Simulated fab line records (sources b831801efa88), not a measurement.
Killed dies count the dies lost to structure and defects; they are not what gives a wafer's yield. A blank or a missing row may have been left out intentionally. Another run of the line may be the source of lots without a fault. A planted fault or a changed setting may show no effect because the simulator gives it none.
Struck lot and sound lot, side by side / flow sky130 / 43 out of 708 route steps
Sound: the wafers L263.2, L263.4, L263.5. Wafers L253.1, L253.2, L253.4 were the ones struck. The cause comes at the end.
Each step with rows lists, per side, the tool, then ch with its chambers, then its first start. Under that, the readings that differ: sound wafers / struck wafers / difference of the means / sigmas: that difference in standard deviations of wafers without a fault.
alike: words and numbers the same on both sides, and readings whose means are apart by under 2 such deviations; not compared: readings that were withheld, readings missing a value for some wafer, numbers with overlapping values and no deviation given by the record, and bounds like >300 which may hide the same value.
The two part at a step that has a row with sigmas, a row that says differs or no value, or rows on one side only. Numbers that don't overlap but have no deviation are shown without sigmas and don't part them. Lack of a reading on every wafer of one side parts them only where that side has two or more wafers.

first, 8 steps without rows for these wafers: SKY_METAL3_DEHYDRATE_05 (time 60 s); SKY_METAL3_HMDS_06 (prime time 60 s); SKY_METAL3_COAT_07 (resist thk 60 nm); SKY_METAL3_COAT_08 (resist thk 1140 nm); SKY_METAL3_SOFTBAKE_09 (time 86.24 s); SKY_METAL3_EXPOSE_10 (exposes mask MM3, target cd 300 nm); SKY_METAL3_PEB_11; SKY_METAL3_DEVELOP_12 (develop time 60 s).
SKY_METAL3_CD_MEAS_13 targets a cd of 300 nm.
  struck on cdSem-01, day 40 22:53; sound on cdSem-02, day 43 16:53
reading=cdNm (nm); sound=300.1 299.3 299.4; struck=297.4 295.9 296.4; difference=-3.0; sigmas=-2
SKY_METAL3_OVL_MEAS_14:
  struck on overlay-02, day 40 23:00; sound on overlay-01, day 43 17:00
  alike: METAL3_OVL
then, 2 steps without rows for these wafers: SKY_METAL3_DESCUM_15 (chemistry O2, time 8 s); SKY_METAL3_ETCH_16 (etches BARC in N2/H2, stops on SiO2, time 88.2 s, target depth 60 nm).
SKY_METAL3_ETCH_17: etches SiO2 in C4F8/O2/Ar, stops on TiN, time 3.9 s, target depth 15 nm.
  sound on rieDiel-04 ch 0,1,2, day 43 17:10; struck on rieDiel-01 ch 0,1,2, day 40 23:10
  alike: biasW, oesProductAu
  not compared: rfHoursCounterH
then, 6 steps without rows for these wafers: SKY_METAL3_METAL_ETCH_18 (etches the open film in Cl2/BCl3, stops on SiO2, target depth 845 nm, time 183.1 s); SKY_METAL3_STRIP_19 (strips in O2/N2); SKY_METAL3_STRIP_20 (strips in post etch residue remover, time 1200 s); SKY_METAL3_CLEAN_21 (cleans in IPA, time 180 s); SKY_METAL3_CLEAN_22 (cleans in O3/DIW); SKY_VIA3_HDPCVD_00 (deposits SiO2, target thk 1635 nm, time 272.5 s).
SKY_VIA3_THK_MEAS_01:
  struck on filmMetro-02, day 41 00:10; sound on filmMetro-01, day 43 18:09
  alike: VIA3_HDPCVD_THK
SKY_VIA3_CMP_02: polishes SiO2.
  sound on cmp-02 ch 1,2, day 43 18:13; struck on cmp-02 ch 0,2,3, day 41 00:16
  alike: edgeZonePressureFrac, motorCurrentA, platenRpm, retainingRingPressureFrac
SKY_VIA3_BOW_MEAS_03:
  struck on filmMetro-01, day 41 00:31; sound on filmMetro-01, day 43 18:34
reading=VIA3_BOW (um); sound=74 56 72; struck=77 93 88; difference=+19; sigmas=+2
then, 8 steps without rows for these wafers: SKY_VIA3_DEHYDRATE_04 (time 60 s); SKY_VIA3_HMDS_05 (prime time 60 s); SKY_VIA3_COAT_06 (resist thk 60 nm); SKY_VIA3_COAT_07 (resist thk 450 nm); SKY_VIA3_SOFTBAKE_08 (time 90 s); SKY_VIA3_EXPOSE_09 (exposes mask VIM3, target cd 200 nm); SKY_VIA3_PEB_10; SKY_VIA3_DEVELOP_11 (develop time 60 s).
SKY_VIA3_CD_MEAS_12 targets a cd of 200 nm.
  struck on cdSem-02, day 42 00:37; sound on cdSem-02, day 44 17:20
  alike: cdNm
SKY_VIA3_OVL_MEAS_13:
  struck on overlay-01, day 42 00:44; sound on overlay-02, day 44 17:26
  alike: VIA3_OVL
then, 1 step without rows for these wafers: SKY_VIA3_ETCH_14 (etches BARC in N2/H2, stops on SiO2, time 45.9 s, target depth 60 nm).
SKY_VIA3_ETCH_15: etches SiO2 in C4F8/O2/Ar, stops on TiN, target depth 507 nm, time 78 s.
  sound on rieDiel-01 ch 0,2,3, day 44 17:30; struck on rieDiel-01 ch 2,3, day 42 00:49
  alike: biasW, oesProductAu
  not compared: rfHoursCounterH
SKY_VIA3_STRIP_16: strips in O2/N2.
  sound on plasmaAsher-02 ch 0, day 44 17:34; struck on plasmaAsher-02 ch 0,1, day 42 00:53
  alike: drypumpMotorCurrentA, oesProductAu, stripTimeToEndpointS
  not compared: rfHoursCounterH
then, 3 steps without rows for these wafers: SKY_VIA3_STRIP_17 (strips in post etch residue remover, time 1200 s); SKY_VIA3_CLEAN_18 (cleans in IPA, time 180 s); SKY_VIA3_CLEAN_19 (cleans in O3/DIW).
SKY_VIA3_SPUTTER_20: material TiN, target thk 20 nm, time 80 s.
  struck on pvdSputter-03, day 42 01:29; sound on pvdSputter-04, day 44 18:12
  alike: throttleValvePct
SKY_VIA3_CVD_21: deposits W, target thk 390 nm, time 117.31 s.
  sound on cvdW-02 ch 0,1, day 44 18:16; struck on cvdW-02 ch 0,1, day 42 01:32
  alike: heaterPowerOuterW, heaterPowerW
SKY_VIA3_RS_MEAS_22: a four-point-probe measurement.
  struck on filmMetro-01, day 42 01:40; sound on filmMetro-01, day 44 18:24
  alike: VIA3_W_RS
SKY_VIA3_THK_MEAS_23: measures by xrf.
  struck on filmMetro-01, day 42 01:47; sound on filmMetro-01, day 44 18:31
  alike: VIA3_W_THK
-- the record jumps here: 6 days lie between the struck wafers' starts before and after (it left off in module VIA3 and takes up again in module PAD_OPEN, whose first step shown is number 708 of the route) --
SKY_PAD_OPEN_PROBE_99:
  struck on prober-01, day 47 19:50; sound on prober-02, day 50 01:23
reading=defectLimitedYield (%); sound=79.1 80.7 85.6; struck=73.4 75.6 72.6; difference=-7.9; sigmas=-4
reading=killed_at_M0_to_M3; sound=60 61 34; struck=84 75 83; difference=+29; sigmas=+4
reading=killedAtOther; sound=0 0 0; struck=2 3 0; difference=+2; sigmas=+2
reading=killedDies; sound=103 95 71; struck=131 120 135; difference=+39; sigmas=+4
reading=sort_bin_3_pad_short (%); sound=0.2 0.8 0.2; struck=2.0 2.0 1.8; difference=+1.5; sigmas=+4
reading=sort_bin_5_function (%); sound=14.8 11.0 8.5; struck=16.9 16.9 17.1; difference=+5.5; sigmas=+4
reading=sortNPass; sound=389 397 421; struck=361 372 357; difference=-39; sigmas=-4
reading=sortYieldPct (%); sound=79.1 80.7 85.6; struck=73.4 75.6 72.6; difference=-7.9; sigmas=-4
reading=model.etest.tester.sortNPass; sound=389 397 421; struck=361 372 357; difference=-39; sigmas=
reading=model.etest.tester.sortYieldPct (%); sound=79.06 80.69 85.57; struck=73.37 75.61 72.56; difference=-7.93; sigmas=
reading=model.etest.tester.sort_bin_5_pct (%); sound=14.84 10.98 8.537; struck=16.87 16.87 17.07; difference=+5.48; sigmas=
reading=model.etest.tester.sort_bin_3_pct (%); sound=0.2033 0.813 0.2033; struck=2.033 2.033 1.829; difference=+1.558; sigmas=
  alike: killed_at_M4_up, killedAtContacts, killedAtFrontEnd, killedOnRim, killedOpen, killedShort, sort_bin_6_memory

WHERE THEY PART
First at SKY_METAL3_CD_MEAS_13; last, within this record, at SKY_PAD_OPEN_PROBE_99.

WHY: whatever the simulator had introduced
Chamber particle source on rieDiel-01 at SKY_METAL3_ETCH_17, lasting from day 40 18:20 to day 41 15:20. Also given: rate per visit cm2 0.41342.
